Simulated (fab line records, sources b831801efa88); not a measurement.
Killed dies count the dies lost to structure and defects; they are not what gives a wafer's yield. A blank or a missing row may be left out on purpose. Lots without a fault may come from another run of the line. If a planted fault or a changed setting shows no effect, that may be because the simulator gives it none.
Which of the tools did it? + flow sky130 + 39 wafers from 13 lots sampled at 4 of the route's 708 steps

WHAT EACH GAUGE READ, for each wafer
SKY_SONOS_TUNNEL_OVL_MEAS_08. Usual: SONOS_TUNNEL_OVL gives -0.7 nm (standard deviation 1.2).
| lot  | measured     | on         | SONOS_TUNNEL_OVL (nm) | flag |
|------|--------------|------------|-----------------------|------|
| L891 | day 11 12:28 | overlay-02 | -1.1 -0.4 -0.9        |      |
| L892 | day 11 19:37 | overlay-01 | 0.1 0.5 0.1           |      |
| L897 | day 13 05:43 | overlay-02 | -1.1 -0.6 -1.1        |      |
| L900 | day 14 13:23 | overlay-01 | -1.7 -2.6 -0.4        |      |
| L904 | day 15 22:22 | overlay-01 | 0.3 2.1 0.5           |      |
| L905 | day 16 02:19 | overlay-01 | -2.3 -2.8 -3.1        |      |
| L908 | day 17 07:25 | overlay-01 | -1.3 -0.4 -0.1        |      |
| L909 | day 17 16:13 | overlay-02 | -3.5 -2.4 -3.0        |      |
| L910 | day 17 19:37 | overlay-01 | 0.1 -3.6 -1.3         |      |
| L911 | day 17 21:55 | overlay-02 | -0.7 1.1 -0.4         |      |
| L912 | day 18 06:19 | overlay-02 | -0.6 0.0 -0.9         |      |
| L913 | day 18 16:43 | overlay-01 | -1.6 0.4 -0.8         |      |
| L914 | day 18 21:13 | overlay-01 | 0.3 -1.1 -0.5         |      |

SKY_LDD_HVP_TW_MEAS_10. Usual: LDD_HVP_TW gives 456 (standard deviation 3.1).
| lot  | measured     | on            | LDD_HVP_TW  | flag |
|------|--------------|---------------|-------------|------|
| L891 | day 21 17:44 | film metro-02 | 458 456 457 |      |
| L892 | day 22 06:35 | film metro-01 | 452 449 450 |      |
| L897 | day 23 19:01 | film metro-01 | 449 449 449 |      |
| L900 | day 25 13:09 | film metro-02 | 457 456 456 |      |
| L904 | day 27 05:08 | film metro-01 | 460 457 455 |      |
| L905 | day 27 03:19 | film metro-02 | 454 454 456 |      |
| L908 | day 28 05:34 | film metro-02 | 457 458 458 |      |
| L909 | day 28 19:17 | film metro-01 | 457 459 460 |      |
| L910 | day 28 17:52 | film metro-03 | 455 458 456 |      |
| L911 | day 28 19:34 | film metro-01 | 457 458 458 |      |
| L912 | day 29 04:56 | film metro-02 | 461 458 457 |      |
| L913 | day 29 14:20 | film metro-01 | 458 457 455 |      |
| L914 | day 29 15:23 | film metro-03 | 455 454 455 |      |

TOOL THAT RAN EACH LOT (tool first, then ch and the chambers of the sampled wafers, then the start)
| lot  | SKY_POLY_GATE_STRIP_18               | SKY_LDD_N_EXPOSE_04                 |
|------|--------------------------------------|-------------------------------------|
| L891 | plasma asher-01 ch 0,1, day 16 12:50 | iline stepper-02 ch 0, day 17 10:07 |
| L892 | plasma asher-02 ch 0,1, day 16 23:47 | iline stepper-02 ch 0, day 17 21:22 |
| L897 | plasma asher-02 ch 0,1, day 18 07:41 | iline stepper-01 ch 0, day 19 07:47 |
| L900 | plasma asher-04 ch 0,1, day 20 05:57 | iline stepper-01 ch 0, day 21 03:59 |
| L904 | plasma asher-04 ch 0,1, day 22 00:44 | iline stepper-01 ch 0, day 22 17:54 |
| L905 | plasma asher-04 ch 0,1, day 21 23:35 | iline stepper-01 ch 0, day 22 17:24 |
| L908 | plasma asher-04 ch 0,1, day 23 05:43 | iline stepper-02 ch 0, day 23 21:50 |
| L909 | plasma asher-01 ch 0,1, day 23 18:22 | iline stepper-01 ch 0, day 24 11:49 |
| L910 | plasma asher-04 ch 0, day 23 17:50   | iline stepper-01 ch 0, day 24 11:19 |
| L911 | plasma asher-04 ch 0,1, day 23 18:52 | iline stepper-01 ch 0, day 24 12:07 |
| L912 | plasma asher-01 ch 0,1, day 24 06:28 | iline stepper-01 ch 0, day 25 00:12 |
| L913 | plasma asher-02 ch 0,1, day 24 15:29 | iline stepper-02 ch 0, day 25 07:47 |
| L914 | plasma asher-01 ch 0,1, day 24 16:50 | iline stepper-01 ch 0, day 25 09:34 |
- SKY_POLY_GATE_STRIP_18: strips in O2/N2.
- SKY_LDD_N_EXPOSE_04: exposes mask NTM, target cd 840 nm.

AS READ BY THE TOOLS THEMSELVES (means over the sampled wafers that have a number; for cases with no such wafer, the mark the record gives instead)
SKY_POLY_GATE_STRIP_18. Usual: drypump motor current A 5.6 A, standard deviation 0.59; oes product au 0.361 a.u., standard deviation 0.005; strip time to endpoint s 3.17 s, standard deviation 0.038.
| lot  | tool            | drypump motor current A (A) | oes product au (a.u.) | strip time to endpoint s (s) | flag |
|------|-----------------|-----------------------------|-----------------------|------------------------------|------|
| L891 | plasma asher-01 | 5.9                         | 0.359                 | 3.17                         |      |
| L892 | plasma asher-02 | 5.7                         | 0.364                 | 3.17                         |      |
| L897 | plasma asher-02 | 6.0                         | 0.362                 | 3.18                         |      |
| L900 | plasma asher-04 | 5.6                         | 0.364                 | 3.18                         |      |
| L904 | plasma asher-04 | 5.3                         | 0.361                 | 3.16                         |      |
| L905 | plasma asher-04 | 5.2                         | 0.364                 | 3.19                         |      |
| L908 | plasma asher-04 | 5.6                         | 0.358                 | 3.17                         |      |
| L909 | plasma asher-01 | 5.5                         | 0.365                 | 3.19                         |      |
| L910 | plasma asher-04 | 5.9                         | 0.362                 | 3.18                         |      |
| L911 | plasma asher-04 | 5.6                         | 0.357                 | 3.15                         |      |
| L912 | plasma asher-01 | 5.9                         | 0.357                 | 3.13                         |      |
| L913 | plasma asher-02 | 5.7                         | 0.354                 | 3.14                         |      |
| L914 | plasma asher-01 | 5.9                         | 0.356                 | 3.18                         |      |

THE ANSWER, worked out from the rows above alone
Rule: take the mean of a lot's wafers that have a number; if it is more than 3 standard deviations from the usual mean, the lot is off. A lot without any number at a reading at which 4 lots or more have one is off too. The other lots that the step has rows for count as sound. The gauges are gone through in route order, then the tools' own readings, and for those a lot's mean is taken as printed above. At the first step where some lot is off, the reading lying furthest off is the one used; lots without a number count as furthest.
Across all readings shown, no lot is off: no conclusion can be drawn from this.

WHAT THE SIMULATOR HAD INSERTED
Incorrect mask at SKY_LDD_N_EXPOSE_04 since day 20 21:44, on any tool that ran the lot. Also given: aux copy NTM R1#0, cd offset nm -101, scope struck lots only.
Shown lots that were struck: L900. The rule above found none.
